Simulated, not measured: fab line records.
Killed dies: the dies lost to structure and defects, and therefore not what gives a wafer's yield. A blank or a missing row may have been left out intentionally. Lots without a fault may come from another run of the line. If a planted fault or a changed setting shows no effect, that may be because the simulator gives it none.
fab line records / flow sky130
record lots=5 wafers=15 lastDay=50
route steps=708 shown LDD_N@247 LDD_P@255 LDD_HVN@267
lots that met no fault: from a run of the same line without faults
startH: hours from the record's first day to the start of the lot's first wafer shown / waitH: hours from the lot's prior step to this one / " repeats the value in the row above / L1.1+2: a single row standing in for several wafers / - either no value or no given start / * or withheld: withheld / < > ~ a bound
route shown NAME@n: NAME is a module with steps in the file, n the number in the route of the first one / usual: average and standard deviation across the fault-free wafers / same: alike in all rows / chamber/n: place in a boat / sites: per-site readings / _std_site: how widely they spread, as a standard deviation / _edge_site: the outer-site mean with the inner-site mean subtracted / radiusMm: for every site, how far away it sits from the centre of the wafer / mask NAME#n: copy n / behind: the last tool/chamber to shape the wafer / hold: what put the lot on hold/how long, in hours/how the hold closed / device: transistor that didn't switch, given as n, p or np / end of line: the tests these same wafers got at the end of their route / where a step has no rows: the recipe by itself / killed: the dies lost at the first sort to structure and to defects; this is not the yield of the wafer / map: a wafer's dies, marking killed ones x, the rest . and places with no die _
set.NAME: setting as actually run; set.NAME@STEP: the setting as run at that earlier step / model.NAME: the simulator's own value behind a step, which no gauge read
lots seen at some steps along the route; tables by step, rows by wafer
services: the hour from which a tool's chamber was out of use, counted from the record's first day as startH (under 0 if before that day), plus the number of hours and why
## steps
# step SKY_LDD_N_IMPLANT_10
# recipe species=As energyKev=20 doseCm2=7.5e+13 tiltDeg=withheld rotationDeg=203
# step SKY_LDD_N_IMPLANT_11
# recipe species=As energyKev=20.32 doseCm2=7.5e+13 tiltDeg=withheld rotationDeg=293
# step SKY_LDD_N_IMPLANT_12
# recipe species=BF2 energyKev=50 doseCm2=5e+12 tiltDeg=30 rotationDeg=0
# step SKY_LDD_N_IMPLANT_13
# recipe species=BF2 energyKev=50 doseCm2=5e+12 tiltDeg=30 rotationDeg=90
# step SKY_LDD_N_IMPLANT_14
# recipe species=BF2 energyKev=50 doseCm2=5e+12 tiltDeg=30 rotationDeg=180
# step SKY_LDD_N_IMPLANT_15
# recipe species=BF2 energyKev=50 doseCm2=5e+12 tiltDeg=30 rotationDeg=270
# step SKY_LDD_N_STRIP_16
# recipe chemistry=O2/N2 powerW=1400 pressureMtorr=1500 platenTempC=withheld o2FlowSccm=3000 n2FlowSccm=300 overashFraction=0.5
# usual drypumpMotorCurrentA=5.9/0.5 o2FlowSccm=2998/9.3 oesProductAu=0.406/0.0043 stripTimeToEndpointS=4.309/0.012
lot.wafer=L196.1 tool=plasmaAsher-03 chamber=0 startH=412.06 waitH=0.1 drypumpMotorCurrentA=5.5 o2FlowSccm=3005 oesProductAu=0.410 rfHoursCounterH=51 stripTimeToEndpointS=4.338
lot.wafer=L196.2 tool=plasmaAsher-03 chamber=1 startH=412.06 waitH=0.1 drypumpMotorCurrentA=6.5 o2FlowSccm=3002 oesProductAu=0.403 rfHoursCounterH=51 stripTimeToEndpointS=4.317
lot.wafer=L196.3 tool=plasmaAsher-03 chamber=0 startH=412.06 waitH=0.1 drypumpMotorCurrentA=5.5 o2FlowSccm=3002 oesProductAu=0.408 rfHoursCounterH=- stripTimeToEndpointS=4.313
lot.wafer=L199.3 tool=plasmaAsher-03 chamber=0 startH=430.64 waitH=0.1 drypumpMotorCurrentA=5.5 o2FlowSccm=3001 oesProductAu=0.398 rfHoursCounterH=- stripTimeToEndpointS=4.293
lot.wafer=L199.5 tool=plasmaAsher-03 chamber=1 startH=430.64 waitH=0.1 drypumpMotorCurrentA=6.5 o2FlowSccm=2981 oesProductAu=0.400 rfHoursCounterH=- stripTimeToEndpointS=4.303
lot.wafer=L199.6 tool=plasmaAsher-03 chamber=0 startH=430.64 waitH=0.1 drypumpMotorCurrentA=5.5 o2FlowSccm=3006 oesProductAu=0.412 rfHoursCounterH=- stripTimeToEndpointS=4.301
lot.wafer=L210.1 tool=plasmaAsher-01 chamber=0 startH=536.60 waitH=0.1 drypumpMotorCurrentA=5.5 o2FlowSccm=3018 oesProductAu=0.406 rfHoursCounterH=43 stripTimeToEndpointS=4.302
lot.wafer=L210.3 tool=plasmaAsher-01 chamber=0 startH=536.60 waitH=0.1 drypumpMotorCurrentA=5.5 o2FlowSccm=3002 oesProductAu=0.397 rfHoursCounterH=- stripTimeToEndpointS=4.287
lot.wafer=L210.5 tool=plasmaAsher-01 chamber=0 startH=536.60 waitH=0.1 drypumpMotorCurrentA=5.5 o2FlowSccm=3010 oesProductAu=0.399 rfHoursCounterH=- stripTimeToEndpointS=4.328
lot.wafer=L212.3 tool=plasmaAsher-03 chamber=1 startH=563.39 waitH=0.1 drypumpMotorCurrentA=6.4 o2FlowSccm=2988 oesProductAu=0.399 rfHoursCounterH=- stripTimeToEndpointS=4.318
lot.wafer=L212.4 tool=plasmaAsher-03 chamber=0 startH=563.39 waitH=0.1 drypumpMotorCurrentA=5.5 o2FlowSccm=3016 oesProductAu=0.402 rfHoursCounterH=- stripTimeToEndpointS=4.288
lot.wafer=L212.6 tool=plasmaAsher-03 chamber=1 startH=563.39 waitH=0.1 drypumpMotorCurrentA=6.5 o2FlowSccm=2990 oesProductAu=0.405 rfHoursCounterH=- stripTimeToEndpointS=4.293
lot.wafer=L216.2 tool=plasmaAsher-01 chamber=0 startH=608.34 waitH=0.1 drypumpMotorCurrentA=5.5 o2FlowSccm=2997 oesProductAu=0.409 rfHoursCounterH=51 stripTimeToEndpointS=4.326
lot.wafer=L216.3 tool=plasmaAsher-01 chamber=0 startH=608.34 waitH=0.1 drypumpMotorCurrentA=5.5 o2FlowSccm=3021 oesProductAu=0.407 rfHoursCounterH=- stripTimeToEndpointS=4.288
lot.wafer=L216.6 tool=plasmaAsher-01 chamber=1 startH=608.34 waitH=0.1 drypumpMotorCurrentA=6.4 o2FlowSccm=2994 oesProductAu=0.403 rfHoursCounterH=- stripTimeToEndpointS=4.309
# step SKY_LDD_N_TW_MEAS_17
# usual LDD_N_TW=2570/18
lot.wafer=L196.1 tool=filmMetro-02 chamber=- startH=412.16 waitH=0.1 LDD_N_TW=2575
lot.wafer=L196.2 tool=filmMetro-02 chamber=- startH=412.16 waitH=0.1 LDD_N_TW=2561
lot.wafer=L196.3 tool=filmMetro-02 chamber=- startH=412.16 waitH=0.1 LDD_N_TW=2569
lot.wafer=L199.3 tool=filmMetro-03 chamber=- startH=430.72 waitH=0.1 LDD_N_TW=2590
lot.wafer=L199.5 tool=filmMetro-03 chamber=- startH=430.72 waitH=0.1 LDD_N_TW=2585
lot.wafer=L199.6 tool=filmMetro-03 chamber=- startH=430.72 waitH=0.1 LDD_N_TW=2596
lot.wafer=L210.1 tool=filmMetro-01 chamber=- startH=536.70 waitH=0.1 LDD_N_TW=2578
lot.wafer=L210.3 tool=filmMetro-01 chamber=- startH=536.70 waitH=0.1 LDD_N_TW=2584
lot.wafer=L210.5 tool=filmMetro-01 chamber=- startH=536.70 waitH=0.1 LDD_N_TW=2587
lot.wafer=L212.3 tool=filmMetro-01 chamber=- startH=563.47 waitH=0.1 LDD_N_TW=2584
lot.wafer=L212.4 tool=filmMetro-01 chamber=- startH=563.47 waitH=0.1 LDD_N_TW=2578
lot.wafer=L212.6 tool=filmMetro-01 chamber=- startH=563.47 waitH=0.1 LDD_N_TW=2585
lot.wafer=L216.2 tool=filmMetro-03 chamber=- startH=608.45 waitH=0.1 LDD_N_TW=2568
lot.wafer=L216.3 tool=filmMetro-03 chamber=- startH=608.45 waitH=0.1 LDD_N_TW=2577
lot.wafer=L216.6 tool=filmMetro-03 chamber=- startH=608.45 waitH=0.1 LDD_N_TW=2577
# step SKY_LDD_P_DEHYDRATE_00
# recipe tempC=200 timeS=60
# step SKY_LDD_P_HMDS_01
# recipe primeTimeS=60 primeTempC=120
# step SKY_LDD_P_COAT_02
# recipe resist=NOVOLAK spinRpm=3000 resistThkNm=1140
# step SKY_LDD_P_SOFTBAKE_03
# recipe tempC=90 timeS=60 resist=NOVOLAK
# step SKY_LDD_P_EXPOSE_04
# recipe maskId=PSDM na=0.6 sourceShape=conventional sigmaOuter=0.6 polarization=unpolarized targetCdNm=380 doseMj=138
lot.wafer=L196.1+2+3 tool=ilineStepper-02 chamber=0 startH=426.91 waitH=- mask=PSDM#0
lot.wafer=L199.3+5+6 tool=ilineStepper-01 chamber=0 startH=446.30 waitH=- mask=NTM#0
lot.wafer=L210.1+3+5 tool=ilineStepper-01 chamber=0 startH=551.30 waitH=- mask=PSDM#0
lot.wafer=L212.3+4+6 tool=ilineStepper-01 chamber=0 startH=578.29 waitH=- mask=PSDM#0
lot.wafer=L216.2+3+6 tool=ilineStepper-01 chamber=0 startH=621.29 waitH=- mask=PSDM#0
# step SKY_LDD_P_PEB_05
# recipe tempC=withheld timeS=* resist=NOVOLAK
# step SKY_LDD_P_DEVELOP_06
# recipe resist=NOVOLAK developer=TMAH developTimeS=60 devTempC=23
# step SKY_LDD_P_CD_MEAS_07
# recipe targetCdNm=380
# usual cdNm=380.0/2.2
lot.wafer=L196.1 tool=cdSem-01 chamber=- startH=442.40 waitH=0.1 cdNm=381.6
lot.wafer=L196.2 tool=cdSem-01 chamber=- startH=442.40 waitH=0.1 cdNm=378.4
lot.wafer=L196.3 tool=cdSem-01 chamber=- startH=442.40 waitH=0.1 cdNm=380.4
lot.wafer=L199.3 tool=cdSem-01 chamber=- startH=461.12 waitH=0.1 cdNm=-
lot.wafer=L199.5 tool=cdSem-01 chamber=- startH=461.12 waitH=0.1 cdNm=-
lot.wafer=L199.6 tool=cdSem-01 chamber=- startH=461.12 waitH=0.1 cdNm=-
lot.wafer=L210.1 tool=cdSem-01 chamber=- startH=566.35 waitH=0.1 cdNm=377.6
lot.wafer=L210.3 tool=cdSem-01 chamber=- startH=566.35 waitH=0.1 cdNm=379.5
lot.wafer=L210.5 tool=cdSem-01 chamber=- startH=566.35 waitH=0.1 cdNm=378.6
lot.wafer=L212.3 tool=cdSem-02 chamber=- startH=592.67 waitH=0.1 cdNm=378.1
lot.wafer=L212.4 tool=cdSem-02 chamber=- startH=592.67 waitH=0.1 cdNm=380.5
lot.wafer=L212.6 tool=cdSem-02 chamber=- startH=592.67 waitH=0.1 cdNm=379.3
lot.wafer=L216.2 tool=cdSem-02 chamber=- startH=633.10 waitH=0.1 cdNm=378.5
lot.wafer=L216.3 tool=cdSem-02 chamber=- startH=633.10 waitH=0.1 cdNm=379.0
lot.wafer=L216.6 tool=cdSem-02 chamber=- startH=633.10 waitH=0.1 cdNm=377.7
# step SKY_LDD_P_OVL_MEAS_08
# usual LDD_P_OVL=-0.1/1.6
lot.wafer=L196.1 tool=overlay-01 chamber=- startH=442.52 waitH=0.1 LDD_P_OVL[nm]=-0.9
lot.wafer=L196.2 tool=overlay-01 chamber=- startH=442.52 waitH=0.1 LDD_P_OVL[nm]=-1.2
lot.wafer=L196.3 tool=overlay-01 chamber=- startH=442.52 waitH=0.1 LDD_P_OVL[nm]=-3.2
lot.wafer=L199.3 tool=overlay-02 chamber=- startH=461.21 waitH=0.1 LDD_P_OVL[nm]=-
lot.wafer=L199.5 tool=overlay-02 chamber=- startH=461.21 waitH=0.1 LDD_P_OVL[nm]=-
lot.wafer=L199.6 tool=overlay-02 chamber=- startH=461.21 waitH=0.1 LDD_P_OVL[nm]=-
lot.wafer=L210.1 tool=overlay-01 chamber=- startH=566.47 waitH=0.1 LDD_P_OVL[nm]=0.4
lot.wafer=L210.3 tool=overlay-01 chamber=- startH=566.47 waitH=0.1 LDD_P_OVL[nm]=1.7
lot.wafer=L210.5 tool=overlay-01 chamber=- startH=566.47 waitH=0.1 LDD_P_OVL[nm]=1.5
lot.wafer=L212.3 tool=overlay-02 chamber=- startH=592.77 waitH=0.1 LDD_P_OVL[nm]=1.2
lot.wafer=L212.4 tool=overlay-02 chamber=- startH=592.77 waitH=0.1 LDD_P_OVL[nm]=2.1
lot.wafer=L212.6 tool=overlay-02 chamber=- startH=592.77 waitH=0.1 LDD_P_OVL[nm]=1.8
lot.wafer=L216.2 tool=overlay-02 chamber=- startH=633.20 waitH=0.1 LDD_P_OVL[nm]=-0.2
lot.wafer=L216.3 tool=overlay-02 chamber=- startH=633.20 waitH=0.1 LDD_P_OVL[nm]=1.5
lot.wafer=L216.6 tool=overlay-02 chamber=- startH=633.20 waitH=0.1 LDD_P_OVL[nm]=2.2
# step SKY_LDD_P_IMPLANT_09
# recipe species=BF2 energyKev=25 doseCm2=1e+13 tiltDeg=withheld
# step SKY_LDD_P_STRIP_10
# recipe chemistry=O2/N2 powerW=1400 pressureMtorr=1500 platenTempC=withheld o2FlowSccm=3000 n2FlowSccm=300 overashFraction=0.5
# usual drypumpMotorCurrentA=6.0/0.47 o2FlowSccm=3000/8.6 oesProductAu=0.716/0.0048 stripTimeToEndpointS=14.18/0.039
lot.wafer=L196.1 tool=plasmaAsher-03 chamber=1 startH=442.71 waitH=0.1 drypumpMotorCurrentA=6.5 o2FlowSccm=3003 oesProductAu=0.722 rfHoursCounterH=54 stripTimeToEndpointS=14.23
lot.wafer=L196.2 tool=plasmaAsher-03 chamber=0 startH=442.71 waitH=0.1 drypumpMotorCurrentA=5.5 o2FlowSccm=2984 oesProductAu=0.708 rfHoursCounterH=54 stripTimeToEndpointS=14.27
lot.wafer=L196.3 tool=plasmaAsher-03 chamber=0 startH=442.71 waitH=0.1 drypumpMotorCurrentA=5.5 o2FlowSccm=2994 oesProductAu=0.713 rfHoursCounterH=- stripTimeToEndpointS=14.21
lot.wafer=L199.3 tool=plasmaAsher-03 chamber=0 startH=461.42 waitH=0.1 drypumpMotorCurrentA=5.6 o2FlowSccm=2992 oesProductAu=0.716 rfHoursCounterH=- stripTimeToEndpointS=14.17
lot.wafer=L199.5 tool=plasmaAsher-03 chamber=1 startH=461.42 waitH=0.1 drypumpMotorCurrentA=6.5 o2FlowSccm=3002 oesProductAu=0.722 rfHoursCounterH=- stripTimeToEndpointS=14.14
lot.wafer=L199.6 tool=plasmaAsher-03 chamber=0 startH=461.42 waitH=0.1 drypumpMotorCurrentA=5.5 o2FlowSccm=2997 oesProductAu=0.715 rfHoursCounterH=- stripTimeToEndpointS=14.18
lot.wafer=L210.1 tool=plasmaAsher-01 chamber=0 startH=566.66 waitH=0.1 drypumpMotorCurrentA=5.5 o2FlowSccm=3018 oesProductAu=0.712 rfHoursCounterH=47 stripTimeToEndpointS=14.22
lot.wafer=L210.3 tool=plasmaAsher-01 chamber=1 startH=566.66 waitH=0.1 drypumpMotorCurrentA=6.4 o2FlowSccm=3009 oesProductAu=0.719 rfHoursCounterH=- stripTimeToEndpointS=14.18
lot.wafer=L210.5 tool=plasmaAsher-01 chamber=1 startH=566.66 waitH=0.1 drypumpMotorCurrentA=6.4 o2FlowSccm=3007 oesProductAu=0.722 rfHoursCounterH=- stripTimeToEndpointS=14.18
lot.wafer=L212.3 tool=plasmaAsher-02 chamber=1 startH=592.97 waitH=0.1 drypumpMotorCurrentA=6.4 o2FlowSccm=2985 oesProductAu=0.722 rfHoursCounterH=- stripTimeToEndpointS=14.19
lot.wafer=L212.4 tool=plasmaAsher-02 chamber=0 startH=592.97 waitH=0.1 drypumpMotorCurrentA=5.4 o2FlowSccm=2998 oesProductAu=0.713 rfHoursCounterH=- stripTimeToEndpointS=14.22
lot.wafer=L212.6 tool=plasmaAsher-02 chamber=1 startH=592.97 waitH=0.1 drypumpMotorCurrentA=6.4 o2FlowSccm=2993 oesProductAu=0.714 rfHoursCounterH=- stripTimeToEndpointS=14.18
lot.wafer=L216.2 tool=plasmaAsher-03 chamber=1 startH=633.38 waitH=0.1 drypumpMotorCurrentA=6.5 o2FlowSccm=3000 oesProductAu=0.711 rfHoursCounterH=73 stripTimeToEndpointS=14.09
lot.wafer=L216.3 tool=plasmaAsher-03 chamber=0 startH=633.38 waitH=0.1 drypumpMotorCurrentA=5.5 o2FlowSccm=3000 oesProductAu=0.725 rfHoursCounterH=- stripTimeToEndpointS=14.18
lot.wafer=L216.6 tool=plasmaAsher-03 chamber=1 startH=633.38 waitH=0.1 drypumpMotorCurrentA=6.5 o2FlowSccm=3007 oesProductAu=0.716 rfHoursCounterH=- stripTimeToEndpointS=14.13
# step SKY_LDD_P_TW_MEAS_11
# usual LDD_P_TW=635/3.1
lot.wafer=L196.1 tool=filmMetro-01 chamber=- startH=442.81 waitH=0.1 LDD_P_TW=634
lot.wafer=L196.2 tool=filmMetro-01 chamber=- startH=442.81 waitH=0.1 LDD_P_TW=634
lot.wafer=L196.3 tool=filmMetro-01 chamber=- startH=442.81 waitH=0.1 LDD_P_TW=636
lot.wafer=L199.3 tool=filmMetro-03 chamber=- startH=461.50 waitH=0.1 LDD_P_TW=30
lot.wafer=L199.5 tool=filmMetro-03 chamber=- startH=461.50 waitH=0.1 LDD_P_TW=30
lot.wafer=L199.6 tool=filmMetro-03 chamber=- startH=461.50 waitH=0.1 LDD_P_TW=30
lot.wafer=L210.1 tool=filmMetro-01 chamber=- startH=566.76 waitH=0.1 LDD_P_TW=632
lot.wafer=L210.3 tool=filmMetro-01 chamber=- startH=566.76 waitH=0.1 LDD_P_TW=635
lot.wafer=L210.5 tool=filmMetro-01 chamber=- startH=566.76 waitH=0.1 LDD_P_TW=632
lot.wafer=L212.3 tool=filmMetro-03 chamber=- startH=593.06 waitH=0.1 LDD_P_TW=631
lot.wafer=L212.4 tool=filmMetro-03 chamber=- startH=593.06 waitH=0.1 LDD_P_TW=631
lot.wafer=L212.6 tool=filmMetro-03 chamber=- startH=593.06 waitH=0.1 LDD_P_TW=632
lot.wafer=L216.2 tool=filmMetro-01 chamber=- startH=633.49 waitH=0.1 LDD_P_TW=628
lot.wafer=L216.3 tool=filmMetro-01 chamber=- startH=633.49 waitH=0.1 LDD_P_TW=631
lot.wafer=L216.6 tool=filmMetro-01 chamber=- startH=633.49 waitH=0.1 LDD_P_TW=631
# step SKY_LDD_HVN_DEHYDRATE_00
# recipe tempC=200 timeS=60
## services
tool=ilineStepper-01 chamber=0 startH=398.85 hours=- kind=calibration
tool=ilineStepper-02 chamber=- startH=398.94 hours=4.4 kind=pm
tool=ilineStepper-02 chamber=0 startH=412.16 hours=- kind=calibration
tool=ilineStepper-01 chamber=- startH=420.26 hours=2.8 kind=repair
tool=ilineStepper-01 chamber=- startH=429.05 hours=0.8 kind=pm
tool=plasmaAsher-03 chamber=- startH=444.06 hours=14.6 kind=pm
tool=plasmaAsher-02 chamber=- startH=475.71 hours=2.8 kind=repair
tool=plasmaAsher-03 chamber=- startH=480.51 hours=2.8 kind=pm
tool=ilineStepper-01 chamber=- startH=497.31 hours=1.7 kind=pm
tool=plasmaAsher-02 chamber=- startH=532.22 hours=3.3 kind=repair
tool=ilineStepper-01 chamber=- startH=534.86 hours=8.5 kind=repair
tool=ilineStepper-02 chamber=- startH=543.32 hours=1.7 kind=pm
tool=plasmaAsher-02 chamber=- startH=550.34 hours=2.8 kind=pm
tool=plasmaAsher-03 chamber=- startH=569.85 hours=1.9 kind=repair
tool=ilineStepper-02 chamber=- startH=587.28 hours=19.3 kind=repair
tool=ilineStepper-01 chamber=- startH=593.37 hours=11.7 kind=repair
tool=ilineStepper-01 chamber=- startH=599.30 hours=- kind=calibration
tool=ilineStepper-01 chamber=- startH=605.93 hours=5.9 kind=repair
tool=ilineStepper-01 chamber=- startH=611.80 hours=4.3 kind=pm
tool=ilineStepper-01 chamber=0 startH=624.82 hours=- kind=calibration
tool=ilineStepper-02 chamber=0 startH=630.38 hours=- kind=calibration
## key
firstSign step=SKY_LDD_P_EXPOSE_04 reading=mask direction=changed
effect step=SKY_LDD_P_CD_MEAS_07 reading=cdNm direction=missing
effect step=SKY_LDD_P_OVL_MEAS_08 reading=LDD_P_OVL direction=missing
effect step=SKY_LDD_P_TW_MEAS_11 reading=LDD_P_TW direction=down sigmas=99+ usual=635 struck=30
metAt SKY_LDD_P_EXPOSE_04
struckWafers L199.3,L199.5,L199.6
sortLeftOut L199.3,L199.5,L199.6
testerLeftOut L199
fault kind=wrongMask tool=any chamber=- onsetH=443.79 steps=SKY_LDD_P_EXPOSE_04 auxCopy=NTM#0 scope=struckLotsOnly
# testerLeftOut: of these lots the tester's yield and bins aren't shown, on N5 and GAA mostly nor the transistor test; their killed dies are dies lost to structure and defects alone, not to doping, threshold or leakage, so they don't give the yield
# sortLeftOut: the simulated sort isn't trusted on such a fault, so these wafers' sort isn't shown, and their yield isn't known
